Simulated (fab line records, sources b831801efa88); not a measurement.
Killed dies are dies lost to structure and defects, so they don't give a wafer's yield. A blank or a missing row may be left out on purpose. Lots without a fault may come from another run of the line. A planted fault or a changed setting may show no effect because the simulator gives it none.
A struck lot beside a sound one | flow sky130 | 28 steps out of a route of 708
Sound: wafers L433.2, L433.4, L433.6. Struck: wafers L432.3, L432.4, L432.6. The cause comes at the end.
At each step with rows: each side's tool, then ch and its chambers, then its first start. Under that, the readings that differ: sound wafers | struck wafers | difference of the means | sigmas: that difference in standard deviations of wafers without a fault.
alike: readings whose means differ by less than 2 such deviations, and words and numbers that are the same on both sides. not compared: withheld readings, readings that some wafer has no value for, bounds like >300 that may hide the same value, and numbers for which the record gives no deviation and whose values overlap.
The two part at a step that has a row with sigmas, a row that says differs or no value, or rows on one side only. Numbers that don't overlap but have no deviation are shown without sigmas and don't part them. A reading that every wafer of one side lacks parts them only if that side has two wafers or more.

first, 1 step without rows for these wafers: SKY_DNWELL_IMPLANT_07.
SKY_DNWELL_STRIP_08: strips in O2/N2.
  sound on plasma_asher-03 ch 0,1, day 5 11:22; struck on plasma_asher-03 ch 0,1, day 5 00:41
  alike: drypump_motor_current_A, oes_product_au, strip_time_to_endpoint_s
  not compared: rf_hours_counter_h
SKY_DNWELL_TW_MEAS_09:
  sound on film_metro-04, day 5 11:28; struck on film_metro-02, day 5 00:47
  alike: DNWELL_TW
then, 7 steps without rows for these wafers: SKY_PWDE_DEHYDRATE_00 (time 60 s); SKY_PWDE_HMDS_01 (prime time 60 s); SKY_PWDE_COAT_02 (resist thk 3000 nm); SKY_PWDE_SOFTBAKE_03; SKY_PWDE_EXPOSE_04 (exposes mask PWDEM, target cd 840 nm); SKY_PWDE_PEB_05; SKY_PWDE_DEVELOP_06 (develop time 60 s).
SKY_PWDE_OVL_MEAS_07:
  sound on overlay-02, day 6 06:22; struck on overlay-01, day 5 18:06
  alike: PWDE_OVL
then, 1 step without rows for these wafers: SKY_PWDE_IMPLANT_08.
SKY_PWDE_STRIP_09: strips in O2/N2.
  sound on plasma_asher-04 ch 0,1, day 6 06:33; struck on plasma_asher-02 ch 0,1, day 5 18:19
  reading                                | sound             | struck            | difference                    | sigmas
  drypump_motor_current_A (A)            | 5.9 6.2 6.2       | 4.9 5.5 4.9       | -1.0                          | -2
  oes_product_au (a.u.)                  | 0.725 0.722 0.720 | 0.925 0.927 0.931 | +0.205                        | +46
  strip_time_to_endpoint_s (s)           | 36.57 36.66 36.63 | - - -             | no value on the struck wafers |
  model.coat_of_PWDE_COAT_02.thk_nm (nm) | 0 0 0             | 1637 1635 1637    | +1636                         |
  not compared: rf_hours_counter_h
SKY_PWDE_TW_MEAS_10:
  sound on film_metro-02, day 6 06:40; struck on film_metro-01, day 5 18:23
  reading | sound             | struck            | difference | sigmas
  PWDE_TW | 377.6 379.4 378.8 | 369.7 370.2 369.3 | -8.9       | -3
then, 7 steps without rows for these wafers: SKY_NWELL_DEHYDRATE_03 (time 60 s); SKY_NWELL_HMDS_04 (prime time 60 s); SKY_NWELL_COAT_05 (resist thk 3000 nm); SKY_NWELL_SOFTBAKE_06; SKY_NWELL_EXPOSE_07 (exposes mask NWM, target cd 840 nm); SKY_NWELL_PEB_08; SKY_NWELL_DEVELOP_09 (develop time 60 s).
SKY_NWELL_OVL_MEAS_10:
  sound on overlay-01, day 7 01:31; struck on overlay-01, day 6 13:06
  alike: NWELL_00_OVL
then, 3 steps without rows for these wafers: SKY_NWELL_IMPLANT_11; SKY_NWELL_IMPLANT_12; SKY_NWELL_IMPLANT_13.
SKY_NWELL_STRIP_14: strips in O2/N2.
  sound on plasma_asher-03 ch 0,1, day 7 01:59; struck on plasma_asher-04 ch 0,1, day 6 13:37
  reading                      | sound             | struck            | difference | sigmas
  oes_product_au (a.u.)        | 0.718 0.726 0.713 | 0.735 0.730 0.732 | +0.013     | +3
  strip_time_to_endpoint_s (s) | 36.83 36.80 36.85 | 60.94 60.95 61.06 | +24.16     | +99 or more
  alike: drypump_motor_current_A
  not compared: rf_hours_counter_h
SKY_NWELL_TW_MEAS_15:
  sound on film_metro-02, day 7 02:06; struck on film_metro-02, day 6 13:41
  reading  | sound          | struck   | difference | sigmas
  NWELL_TW | 1844 1828 1825 | 30 30 30 | -1802      | -99 or more
then, 1 step without rows for these wafers: SKY_NWELL_DEHYDRATE_16 (time 60 s).

WHERE THEY PART
First at SKY_PWDE_STRIP_09; last, within this record, at SKY_NWELL_TW_MEAS_15.

WHY: what the simulator had put in
Strip aborted: plasma_asher-02, from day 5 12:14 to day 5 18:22, at SKY_PWDE_STRIP_09. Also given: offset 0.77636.
